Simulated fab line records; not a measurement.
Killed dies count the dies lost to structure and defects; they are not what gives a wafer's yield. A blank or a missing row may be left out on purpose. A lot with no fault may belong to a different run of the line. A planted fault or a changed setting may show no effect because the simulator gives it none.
Which tool is to blame? :: flow gf180mcu :: 15 lots with 43 wafers sampled at 5 steps, on a route of 602 steps

== WHAT EACH GAUGE READ, for each wafer ==
GF_HV_LDD_OVL_MEAS_20.
lot: L533
measured: day 10 20:52
on: overlay-02
HV_LDD_01_OVL (nm): -1.0 0.4 1.4

lot: L534
measured: day 11 07:36
on: overlay-01
HV_LDD_01_OVL (nm): -0.4 -0.3 0.2

lot: L535
measured: day 11 12:29
on: overlay-02
HV_LDD_01_OVL (nm): 2.3 1.4 3.1

lot: L537
measured: day 12 04:41
on: overlay-01
HV_LDD_01_OVL (nm): -1.5 -1.9 0.2

lot: L539
measured: day 12 21:14
on: overlay-02
HV_LDD_01_OVL (nm): 0.5 -0.3 0.4

lot: L540
measured: day 13 00:26
on: overlay-01
HV_LDD_01_OVL (nm): -0.7 1.6 -0.8

lot: L541
measured: day 13 03:47
on: overlay-02
HV_LDD_01_OVL (nm): 0.5 0.2 1.9

lot: L542
measured: day 13 15:26
on: overlay-01
HV_LDD_01_OVL (nm): 0.6 -0.9 -0.2

lot: L543
measured: day 14 00:40
on: overlay-02
HV_LDD_01_OVL (nm): -1.6 1.3 0.2

lot: L545
measured: day 14 13:31
on: overlay-01
HV_LDD_01_OVL (nm): -0.3 0.1 -1.8

lot: L547
measured: day 15 04:14
on: overlay-01
HV_LDD_01_OVL (nm): 1.4 3.3

lot: L548
measured: day 15 10:46
on: overlay-02
HV_LDD_01_OVL (nm): 3.6 2.6

lot: L550
measured: day 16 01:38
on: overlay-02
HV_LDD_01_OVL (nm): 0.6 -1.8 -0.6

lot: L554
measured: day 17 06:47
on: overlay-01
HV_LDD_01_OVL (nm): -0.6 -1.2 -1.6

lot: L556
measured: day 18 08:50
on: overlay-01
HV_LDD_01_OVL (nm): 1.2 -0.1 2.4

GF_HV_LDD_CD_MEAS_31: target cd 400 nm.
lot: L533
measured: day 11 15:46
on: cd sem-02
cd nm (nm): 402.3 402.2 401.6

lot: L534
measured: day 12 02:35
on: cd sem-01
cd nm (nm): 401.5 399.1 399.9

lot: L535
measured: day 12 07:07
on: cd sem-02
cd nm (nm): 401.6 400.2 399.4

lot: L537
measured: day 13 00:21
on: cd sem-01
cd nm (nm): 402.3 402.1 402.7

lot: L539
measured: day 13 17:26
on: cd sem-02
cd nm (nm): 398.0 399.6 399.5

lot: L540
measured: day 13 20:30
on: cd sem-02
cd nm (nm): 401.2 400.4 400.6

lot: L541
measured: day 14 00:20
on: cd sem-01
cd nm (nm): 399.0 399.9 398.0

lot: L542
measured: day 14 11:59
on: cd sem-02
cd nm (nm): 398.5 399.5 399.7

lot: L543
measured: day 14 21:10
on: cd sem-02
cd nm (nm): 398.6 400.7 400.0

lot: L545
measured: day 15 10:57
on: cd sem-02
cd nm (nm): 401.7 401.3 401.6

lot: L547
measured: day 16 02:23
on: cd sem-01
cd nm (nm): 399.4 400.7

lot: L548
measured: day 16 09:04
on: cd sem-02
cd nm (nm): 396.4 399.3

lot: L550
measured: day 17 00:29
on: cd sem-02
cd nm (nm): 402.9 400.8 404.6

lot: L554
measured: day 18 05:42
on: cd sem-01
cd nm (nm): 398.7 400.4 401.5

lot: L556
measured: day 19 09:11
on: cd sem-02
cd nm (nm): 398.1 398.7 399.9

GF_SAB_THK_MEAS_01.
lot: L533
measured: day 14 09:09
on: film metro-03
SAB_CVD_00_THK (nm): 49.2 48.9 50.5

lot: L534
measured: day 14 19:44
on: film metro-03
SAB_CVD_00_THK (nm): 49.8 49.8 50.9

lot: L535
measured: day 15 01:37
on: film metro-04
SAB_CVD_00_THK (nm): 50.4 48.6 50.7

lot: L537
measured: day 15 19:32
on: film metro-02
SAB_CVD_00_THK (nm): 48.7 50.3 49.2

lot: L539
measured: day 16 14:07
on: film metro-02
SAB_CVD_00_THK (nm): 50.2 50.4 50.7

lot: L540
measured: day 16 19:10
on: film metro-04
SAB_CVD_00_THK (nm): 49.0 50.4 49.7

lot: L541
measured: day 16 22:21
on: film metro-04
SAB_CVD_00_THK (nm): 49.9 50.3 49.0

lot: L542
measured: day 17 11:17
on: film metro-02
SAB_CVD_00_THK (nm): 49.1 51.4 50.8

lot: L543
measured: day 17 21:34
on: film metro-04
SAB_CVD_00_THK (nm): 48.4 49.1 49.4

lot: L545
measured: day 18 11:53
on: film metro-03
SAB_CVD_00_THK (nm): 49.2 49.7 50.2

lot: L547
measured: day 19 05:17
on: film metro-02
SAB_CVD_00_THK (nm): 50.4 57.2

lot: L548
measured: day 19 13:55
on: film metro-03
SAB_CVD_00_THK (nm): 49.8 56.6

lot: L550
measured: day 20 04:56
on: film metro-02
SAB_CVD_00_THK (nm): 49.5 50.0 57.3

lot: L554
measured: day 21 11:16
on: film metro-02
SAB_CVD_00_THK (nm): 50.7 49.6 51.1

lot: L556
measured: day 22 13:50
on: film metro-04
SAB_CVD_00_THK (nm): 49.8 49.8 49.3

GF_SALICIDE_RS_MEAS_04: uses a four-point probe to measure.
lot: L533
measured: day 15 05:48
on: film metro-02
SALICIDE_TIN_RS (ohm/sq): 16.61 16.31 16.59

lot: L534
measured: day 15 17:34
on: film metro-03
SALICIDE_TIN_RS (ohm/sq): 15.99 15.71 15.99

lot: L535
measured: day 15 23:43
on: film metro-01
SALICIDE_TIN_RS (ohm/sq): 16.28 16.30 16.23

lot: L537
measured: day 16 18:19
on: film metro-01
SALICIDE_TIN_RS (ohm/sq): 16.10 16.47 16.45

lot: L539
measured: day 17 13:04
on: film metro-01
SALICIDE_TIN_RS (ohm/sq): 16.60 16.50 16.49

lot: L540
measured: day 17 18:55
on: film metro-01
SALICIDE_TIN_RS (ohm/sq): 16.04 15.95 15.95

lot: L541
measured: day 17 22:24
on: film metro-03
SALICIDE_TIN_RS (ohm/sq): 16.17 16.21 16.18

lot: L542
measured: day 18 10:43
on: film metro-03
SALICIDE_TIN_RS (ohm/sq): 16.08 15.89 16.04

lot: L543
measured: day 18 22:09
on: film metro-03
SALICIDE_TIN_RS (ohm/sq): 16.50 16.30 16.83

lot: L545
measured: day 19 12:00
on: film metro-02
SALICIDE_TIN_RS (ohm/sq): 16.18 16.20 16.58

lot: L547
measured: day 20 05:11
on: film metro-03
SALICIDE_TIN_RS (ohm/sq): 16.24 16.01

lot: L548
measured: day 20 13:47
on: film metro-03
SALICIDE_TIN_RS (ohm/sq): 16.43 16.53

lot: L550
measured: day 21 05:49
on: film metro-02
SALICIDE_TIN_RS (ohm/sq): 16.36 16.48 16.16

lot: L554
measured: day 22 11:22
on: film metro-03
SALICIDE_TIN_RS (ohm/sq): 16.80 16.75 16.22

lot: L556
measured: day 23 13:17
on: film metro-02
SALICIDE_TIN_RS (ohm/sq): 16.18 16.45 16.01

== EACH LOT AND THE TOOL THAT RAN IT (in order: tool; ch and the chambers of the sampled wafers; start) ==
lot: L533
GF_SAB_CVD_00: pecvd-02 ch 0,1, day 14 09:08

lot: L534
GF_SAB_CVD_00: pecvd-03 ch 0,2, day 14 19:41

lot: L535
GF_SAB_CVD_00: pecvd-02 ch 0,2, day 15 01:35

lot: L537
GF_SAB_CVD_00: pecvd-03 ch 0,1,2, day 15 19:31

lot: L539
GF_SAB_CVD_00: pecvd-02 ch 0,1, day 16 14:05

lot: L540
GF_SAB_CVD_00: pecvd-01 ch 0,1,2, day 16 19:09

lot: L541
GF_SAB_CVD_00: pecvd-02 ch 0,1,2, day 16 22:19

lot: L542
GF_SAB_CVD_00: pecvd-03 ch 0,1,2, day 17 11:15

lot: L543
GF_SAB_CVD_00: pecvd-01 ch 0,1,2, day 17 21:32

lot: L545
GF_SAB_CVD_00: pecvd-03 ch 0,2, day 18 11:52

lot: L547
GF_SAB_CVD_00: pecvd-01 ch 1, day 19 05:15

lot: L548
GF_SAB_CVD_00: pecvd-01 ch 1, day 19 13:53

lot: L550
GF_SAB_CVD_00: pecvd-01 ch 1,2, day 20 04:55

lot: L554
GF_SAB_CVD_00: pecvd-03 ch 0,1,2, day 21 11:14

lot: L556
GF_SAB_CVD_00: pecvd-03 ch 0,1,2, day 22 13:49
- GF_SAB_CVD_00: deposits SiO2 from TEOS, target thk 50 nm, time 4.9302 s.

== WHAT THE TOOLS THEMSELVES READ (means of the sampled wafers that have a number; where no wafer has one, the mark that the record gives instead) ==
GF_SAB_CVD_00.
lot: L533
tool: pecvd-02
heater power w (W): 671
susceptor temp C (C): 399.92

lot: L534
tool: pecvd-03
heater power w (W): 520
susceptor temp C (C): 400.48

lot: L535
tool: pecvd-02
heater power w (W): 723
susceptor temp C (C): 400.04

lot: L537
tool: pecvd-03
heater power w (W): 522
susceptor temp C (C): 399.80

lot: L539
tool: pecvd-02
heater power w (W): 683
susceptor temp C (C): 399.94

lot: L540
tool: pecvd-01
heater power w (W): 719
susceptor temp C (C): 399.90

lot: L541
tool: pecvd-02
heater power w (W): 698
susceptor temp C (C): 399.87

lot: L542
tool: pecvd-03
heater power w (W): 541
susceptor temp C (C): 399.92

lot: L543
tool: pecvd-01
heater power w (W): 744
susceptor temp C (C): 399.89

lot: L545
tool: pecvd-03
heater power w (W): 511
susceptor temp C (C): 399.69

lot: L547
tool: pecvd-01
heater power w (W): 610
susceptor temp C (C): 400.19

lot: L548
tool: pecvd-01
heater power w (W): 672
susceptor temp C (C): 399.82

lot: L550
tool: pecvd-01
heater power w (W): 746
susceptor temp C (C): 400.11

lot: L554
tool: pecvd-03
heater power w (W): 537
susceptor temp C (C): 400.06

lot: L556
tool: pecvd-03
heater power w (W): 558
susceptor temp C (C): 399.97

== THE ANSWER, worked out from the rows above alone ==
Rule: the lots themselves supply what counts as usual. The widest of any qualifying gaps counts: lots, ordered by their means at a reading, are off when they make up no more than a third of the lots, leave a main group of 4 or more, and stand apart from it by 3 or more times the standard deviation of that group's means. Not used: any main group whose means are identical at the precision the tables above print for the reading. A lot without any number at a reading at which 4 lots or more have one is off too. Any other lot the step has rows for is counted as sound. First the gauges in route order, then the tools' own readings, where a lot's mean is used as printed above. The first step at which some lot is off is used, and at that step the reading that is off furthest; a lot without a number counts as furthest.
Off: at GF_SAB_THK_MEAS_01 (SAB_CVD_00_THK), L547, L548, L550. Main group: mean 49.8 nm, sd 0.44.
A tool fits if, at a process step before that reading, it ran every lot that is off, and no sound lot after the first of them. The gauges at GF_SAB_THK_MEAS_01 are tried like those tools. One fits: pecvd-01 at GF_SAB_CVD_00. Its last sound lot is L543 (day 17 21:32), its first lot that is off L547 (day 19 05:15): a fault that began between those two fits.

== WHAT THE SIMULATOR HAD INSERTED ==
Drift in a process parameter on pecvd-01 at GF_SAB_CVD_00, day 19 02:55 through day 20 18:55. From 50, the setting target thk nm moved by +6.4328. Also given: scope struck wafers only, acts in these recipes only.
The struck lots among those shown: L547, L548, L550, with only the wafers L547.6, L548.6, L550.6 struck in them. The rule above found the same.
